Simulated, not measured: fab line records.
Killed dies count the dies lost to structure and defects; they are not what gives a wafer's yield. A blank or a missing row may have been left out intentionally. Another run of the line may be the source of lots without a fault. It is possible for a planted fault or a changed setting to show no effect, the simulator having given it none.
The same fault as seen by 2 desks | flow gf180mcu | every desk sees just its own numbers, and what lay behind them comes last

## FROM THE METROLOGY DESK
What the gauges read, lot by lot, whatever tool the lot ran on: means of the sampled wafers that have a number. Any lot whose mean is over 4 standard deviations away from the usual mean is out of limits and marked OUT; that distance is given in the brackets. Only the readings that lie furthest out on some lot appear, 7 of the 10 it has.
Columns: A = cdNm at GF_V1_CD_MEAS_14, usual 259.9 nm; B = V1_OVL at GF_V1_OVL_MEAS_15, usual 4 nm; C = M2_ALCU_RS at GF_M2_RS_MEAS_05, usual 0.0695 ohm/sq; D = M2_ALCU_THK at GF_M2_THK_MEAS_06, usual 445 nm; E = cdNm at GF_M2_CD_MEAS_14, usual 279.8 nm; F = V2_CVD_00_THK at GF_V2_THK_MEAS_01, usual 602 nm; G = V2_CVD_02_THK at GF_V2_THK_MEAS_03, usual 851 nm
lot  | first seen here | A     | B  | C      | D   | E     | F   | G
L171 | day 18 22:52    | 261.0 | 5  | 0.0687 | 453 | 281.4 | 594 | 856
L175 | day 20 10:43    | 260.8 | 9  | 0.0698 | 441 | 280.5 | 599 | 876
L178 | day 21 13:56    | 261.7 | 4  | 0.0698 | 442 | 278.2 | 599 | 855
L179 | day 21 21:13    | 258.7 | 4  | 0.0699 | 444 | 281.1 | 604 | 851
L184 | day 23 18:19    | 259.1 | -4 | 0.0703 | 438 | 279.1 | 605 | 846
L185 | day 24 00:29    | 257.7 | 6  | 0.0690 | 448 | 278.5 | 608 | 836
Result from this desk: across the 6 lots, nothing is out of limits.

## TOOL OWNER'S DESK, pvdSputter-03
The tool's own readings at GF_V1_SPUTTER_21 (material Ti, target thk 15 nm, time 80.02 s): means of the sampled wafers that have a number, for each lot that ran on this tool. Any lot whose mean is over 4 standard deviations away from the usual mean is out of limits and marked OUT; that distance is given in the brackets.
Columns: A = throttleValvePct at GF_V1_SPUTTER_21, usual 30.5 %
lot  | first seen here | A
L171 | day 18 23:42    | 29.9
L175 | day 20 11:29    | 28.9
L178 | day 21 14:45    | 30.3
L184 | day 23 19:06    | 29.7
L185 | day 24 01:18    | 29.7
Result from this desk: across the 5 lots, nothing is out of limits.

## PUT TOGETHER
The metrology desk saw nothing out of limits.
The desk of the tool owner found nothing out of limits.

## WHAT WAS PUT IN BY THE SIMULATOR
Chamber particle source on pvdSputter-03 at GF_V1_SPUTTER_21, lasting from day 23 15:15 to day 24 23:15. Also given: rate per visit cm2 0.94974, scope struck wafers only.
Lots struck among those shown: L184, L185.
